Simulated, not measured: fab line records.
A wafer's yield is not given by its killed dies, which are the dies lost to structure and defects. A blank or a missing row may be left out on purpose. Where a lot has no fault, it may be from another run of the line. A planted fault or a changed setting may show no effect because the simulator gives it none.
Shared-tool check :: flow sky130 :: Sample size 12 lots and 36 wafers

WHY THIS WAS OPENED
2 of 12 lots carry a flag on the reading LDD_HVP_TW at SKY_LDD_HVP_TW_MEAS_10. Fault-free wafers read 457, with a standard deviation of 9.1.
Rule: flag the lot when none of its wafers has a number, or when each of its wafers that has one lies beyond 4 standard deviations from that mean. The other lots count as sound.

lot: L409
measured: day 23 00:00
on: filmMetro-04
LDD_HVP_TW, wafer by wafer: 451 448 449
flag: 

lot: L410
measured: day 23 19:52
on: filmMetro-04
LDD_HVP_TW, wafer by wafer: 450 450 450
flag: 

lot: L413
measured: day 24 13:32
on: filmMetro-03
LDD_HVP_TW, wafer by wafer: 458 459 458
flag: 

lot: L414
measured: day 24 15:15
on: filmMetro-04
LDD_HVP_TW, wafer by wafer: 364 363 364
flag: FLAGGED

lot: L415
measured: day 24 16:09
on: filmMetro-03
LDD_HVP_TW, wafer by wafer: 459 457 460
flag: 

lot: L416
measured: day 25 07:15
on: filmMetro-04
LDD_HVP_TW, wafer by wafer: 365 364 364
flag: FLAGGED

lot: L424
measured: day 28 11:58
on: filmMetro-01
LDD_HVP_TW, wafer by wafer: 470 467 467
flag: 

lot: L425
measured: day 28 15:04
on: filmMetro-04
LDD_HVP_TW, wafer by wafer: 450 447 448
flag: 

lot: L426
measured: day 28 20:29
on: filmMetro-01
LDD_HVP_TW, wafer by wafer: 467 469 468
flag: 

lot: L427
measured: day 29 05:18
on: filmMetro-01
LDD_HVP_TW, wafer by wafer: 472 475 469
flag: 

lot: L428
measured: day 29 07:06
on: filmMetro-04
LDD_HVP_TW, wafer by wafer: 452 454 452
flag: 

lot: L429
measured: day 29 12:12
on: filmMetro-03
LDD_HVP_TW, wafer by wafer: 458 457 454
flag: 
The mean of the flagged lots' numbers is 364, -93 from the usual (-10 standard deviations).

LOT BY LOT: THE TOOL USED
The record holds 2 process steps before the reading, out of a route of 708 steps. Each cell gives the tool, then ch followed by the chambers the sampled wafers passed through, then the start.
lot: L409
flag: 
SKY_POLY_GATE_ETCH_15: rieDiel-02 ch 1,3, day 17 16:46
SKY_LDD_HVP_IMPLANT_08: implanter-03 ch 0, day 22 23:45

lot: L410
flag: 
SKY_POLY_GATE_ETCH_15: rieDiel-02 ch 0,3, day 18 05:50
SKY_LDD_HVP_IMPLANT_08: implanter-01 ch 0, day 23 19:39

lot: L413
flag: 
SKY_POLY_GATE_ETCH_15: rieDiel-02 ch 0,1, day 19 08:21
SKY_LDD_HVP_IMPLANT_08: implanter-01 ch 0, day 24 13:19

lot: L414
flag: FLAGGED
SKY_POLY_GATE_ETCH_15: rieDiel-03 ch 2,3, day 19 12:05
SKY_LDD_HVP_IMPLANT_08: implanter-01 ch 0, day 24 15:00

lot: L415
flag: 
SKY_POLY_GATE_ETCH_15: rieDiel-01 ch 0,1, day 19 12:26
SKY_LDD_HVP_IMPLANT_08: implanter-03 ch 0, day 24 15:54

lot: L416
flag: FLAGGED
SKY_POLY_GATE_ETCH_15: rieDiel-02 ch 1,2,3, day 20 03:34
SKY_LDD_HVP_IMPLANT_08: implanter-01 ch 0, day 25 07:00

lot: L424
flag: 
SKY_POLY_GATE_ETCH_15: rieDiel-02 ch 0,2,3, day 23 12:10
SKY_LDD_HVP_IMPLANT_08: implanter-01 ch 0, day 28 11:43

lot: L425
flag: 
SKY_POLY_GATE_ETCH_15: rieDiel-01 ch 0,2, day 23 14:01
SKY_LDD_HVP_IMPLANT_08: implanter-03 ch 0, day 28 14:49

lot: L426
flag: 
SKY_POLY_GATE_ETCH_15: rieDiel-03 ch 1,3, day 23 21:10
SKY_LDD_HVP_IMPLANT_08: implanter-01 ch 0, day 28 20:16

lot: L427
flag: 
SKY_POLY_GATE_ETCH_15: rieDiel-03 ch 0,1,3, day 24 05:51
SKY_LDD_HVP_IMPLANT_08: implanter-03 ch 0, day 29 05:03

lot: L428
flag: 
SKY_POLY_GATE_ETCH_15: rieDiel-01 ch 0,2, day 24 07:24
SKY_LDD_HVP_IMPLANT_08: implanter-01 ch 0, day 29 06:51

lot: L429
flag: 
SKY_POLY_GATE_ETCH_15: rieDiel-03 ch 1,2,3, day 24 12:52
SKY_LDD_HVP_IMPLANT_08: implanter-01 ch 0, day 29 11:57
What is done by these steps:
- SKY_POLY_GATE_ETCH_15: etches BARC in N2/H2, stops on SiO2, time 118.5 s, target depth 110 nm.
- SKY_LDD_HVP_IMPLANT_08
- SKY_LDD_HVP_TW_MEAS_10

FLAGGED OVER TOTAL, TOOL BY TOOL (the gauges that took the reading come last)
step: SKY_POLY_GATE_ETCH_15
tool: rieDiel-01
lots run: 3
flagged: 0
share of the flagged lots: none
sound lots run after its first flagged lot: -

step: SKY_POLY_GATE_ETCH_15
tool: rieDiel-02
lots run: 5
flagged: 1
share of the flagged lots: some
sound lots run after its first flagged lot: 1 (L424)

step: SKY_POLY_GATE_ETCH_15
tool: rieDiel-03
lots run: 4
flagged: 1
share of the flagged lots: some
sound lots run after its first flagged lot: 3 (L426,L427,L429)

step: SKY_LDD_HVP_IMPLANT_08
tool: implanter-01
lots run: 8
flagged: 2
share of the flagged lots: all
sound lots run after its first flagged lot: 4 (L424,L426,L428,L429)

step: SKY_LDD_HVP_IMPLANT_08
tool: implanter-03
lots run: 4
flagged: 0
share of the flagged lots: none
sound lots run after its first flagged lot: -

step: SKY_LDD_HVP_TW_MEAS_10
tool: filmMetro-01
lots run: 3
flagged: 0
share of the flagged lots: none
sound lots run after its first flagged lot: -

step: SKY_LDD_HVP_TW_MEAS_10
tool: filmMetro-03
lots run: 3
flagged: 0
share of the flagged lots: none
sound lots run after its first flagged lot: -

step: SKY_LDD_HVP_TW_MEAS_10
tool: filmMetro-04
lots run: 6
flagged: 2
share of the flagged lots: all
sound lots run after its first flagged lot: 2 (L425,L428)

WHAT IS ALLOWED BY THE TABLE
Rows of the table that ran all the flagged lots, 2 in number: implanter-01 at SKY_LDD_HVP_IMPLANT_08; filmMetro-04 at SKY_LDD_HVP_TW_MEAS_10.
- implanter-01 at SKY_LDD_HVP_IMPLANT_08: 2 of its 8 lots flagged. After the first flagged lot (L424, L426, L428, L429), sound lots still ran on it; a lasting fault on the whole tool would not permit that. Its own readings (doseIonsCm2, faradayCurrentUA) fall more than 4 standard deviations out on all wafers of the flagged lots.
- filmMetro-04 at SKY_LDD_HVP_TW_MEAS_10: 2 of its 6 lots flagged. After the first flagged lot (L425, L428), sound lots still ran on it; a lasting fault on the whole tool would not permit that.
None of the table's rows ran every flagged lot and, after the first, no sound lot.

WHAT THE SIMULATOR HAD INSERTED
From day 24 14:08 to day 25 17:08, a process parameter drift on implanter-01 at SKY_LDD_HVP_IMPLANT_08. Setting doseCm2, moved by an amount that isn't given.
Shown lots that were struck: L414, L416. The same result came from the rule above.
